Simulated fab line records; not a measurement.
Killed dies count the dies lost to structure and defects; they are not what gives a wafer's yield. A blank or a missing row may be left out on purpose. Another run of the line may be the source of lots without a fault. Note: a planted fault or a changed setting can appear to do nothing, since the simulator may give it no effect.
Split-lot trial | flow gf180mcu | 23 wafers read from 5 lots, route of 602 steps

== ABOUT THE SPLIT ==
At GF_V2_CMP_04 (polishes SiO2), the setting leave above ref nm was moved away from the recipe's 632.5 nm on 8 of the 23 wafers read, by +3.9% to +6.1%. This setting was run at the recipe's value on the other wafers.

The reading is taken at the split's own step.

== THE READING ==
SiO2_of_V2_CVD_02.thk nm (the simulator's own value, which no gauge read), in nm, at GF_V2_CMP_04 (polishes SiO2). The file gives no usual value for it. Average 632.3 nm, standard deviation 1.1 nm, over the 15 wafers here run with the recipe.

wafer  | tool, chamber at the split | leave above ref nm as run, nm | against the recipe | SiO2_of_V2_CVD_02.thk nm, nm | against lot-mates on the recipe
L075.1 | cmp-01, 1                  | 657.4                         | +3.9%              | 656.1                        | +24.6
L075.2 | cmp-01, 2                  | 632.5                         | recipe             | 632                          | -
L075.4 | cmp-01, 3                  | 632.5                         | recipe             | 631.1                        | -
L075.5 | cmp-01, 1                  | 657.4                         | +3.9%              | 656                          | +24.5
L075.6 | cmp-01, 2                  | 657.4                         | +3.9%              | 657.4                        | +25.9
L082.4 | cmp-02, 3                  | 658.8                         | +4.2%              | 659.8                        | +26.7
L082.2 | cmp-02, 0                  | 632.5                         | recipe             | 633.1                        | -
L082.3 | cmp-02, 1                  | 632.5                         | recipe             | 633.7                        | -
L082.1 | cmp-02, 2                  | 632.5                         | recipe             | 632.4                        | -
L082.5 | cmp-02, 0                  | 658.8                         | +4.2%              | 660.7                        | +27.6
L083.2 | cmp-01, 1                  | 632.5                         | recipe             | 630.3                        | -
L083.4 | cmp-01, 2                  | 632.5                         | recipe             | 633.1                        | -
L083.3 | cmp-01, 3                  | 632.5                         | recipe             | 631.4                        | -
L084.2 | cmp-02, 3                  | 632.5                         | recipe             | 633.3                        | -
L084.1 | cmp-02, 0                  | 632.5                         | recipe             | 634.3                        | -
L084.3 | cmp-02, 1,2                | 632.5                         | recipe             | 631.8                        | -
L084.4 | cmp-02, 1,2                | 632.5                         | recipe             | 631.8                        | -
L084.5 | cmp-02, 3                  | 632.5                         | recipe             | 632.9                        | -
L085.4 | cmp-01, 3                  | 671.2                         | +6.1%              | 669.4                        | +37.7
L085.1 | cmp-01, 0                  | 671.2                         | +6.1%              | 669.2                        | +37.5
L085.2 | cmp-01, 1                  | 632.5                         | recipe             | 631.2                        | -
L085.3 | cmp-01, 2                  | 671.2                         | +6.1%              | 669.6                        | +37.9
L085.6 | cmp-01, 3                  | 632.5                         | recipe             | 632.1                        | -
Rows listing several chambers each stand for several wafers; the file does not say which wafer went through which chamber.

FIT RESULTS
A straight line over all 23 wafers: SiO2_of_V2_CVD_02.thk nm changes by +6.19 nm for each +1% of leave above ref nm; r = +1.00; the points scatter about the line by 1.2 nm.
The same after taking each lot's own level away (the mean of its wafers on the recipe; 23 wafers): +6.26 nm for each +1%; r = +1.00; scatter 0.86 nm.
Per that fit: largest leave above ref nm move, reading shift of 38 nm.
Across the lots, their own levels run from 631.55 to 633.07 nm, a range of 1.4 times the standard deviation given above.
Consequently the slope shifts little with the lot-to-lot level, the two slopes agreeing.
Check: with one of the wafers moved furthest among these (+6.1%) left out of the fit, the line predicts +38.5 nm for it against its lot-mates. It came out at +37.7 nm against them.

== FURTHER SPLITS ON THESE WAFERS ==
Note: prior to the reading, these wafers also went through further splits. Each is held against what the fit with the lots' levels taken away leaves over:
other split on the same wafers   | wafers away from the commonest value | r with SiO2_of_V2_CVD_02.thk nm (lot level and that fit taken away)
GF_CONTACT_CVD_00 sih4 flow sccm | 6                                    | -0.12
GF_CONTACT_SOFTBAKE_10 temp c    | 10                                   | -0.34
GF_CONTACT_CVD_24 temp c         | 9                                    | -0.13
GF_M1_SPUTTER_04 power w         | 7                                    | -0.18
GF_M1_COAT_09 resist thk nm      | 5                                    | -0.31
GF_M1_STRIP_17 pressure mtorr    | 18                                   | -0.03
GF_V1_CMP_04 leave above ref nm  | 9                                    | -0.04
GF_V1_DEVELOP_13 develop time s  | 11                                   | +0.29
GF_M2_EXPOSE_11 dose mj          | 7                                    | -0.06

== THE FILE'S OWN FIT ==
SiO2_of_V2_CVD_02.thk nm changes by +6.3 nm for each +1% of leave above ref nm, r = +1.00.
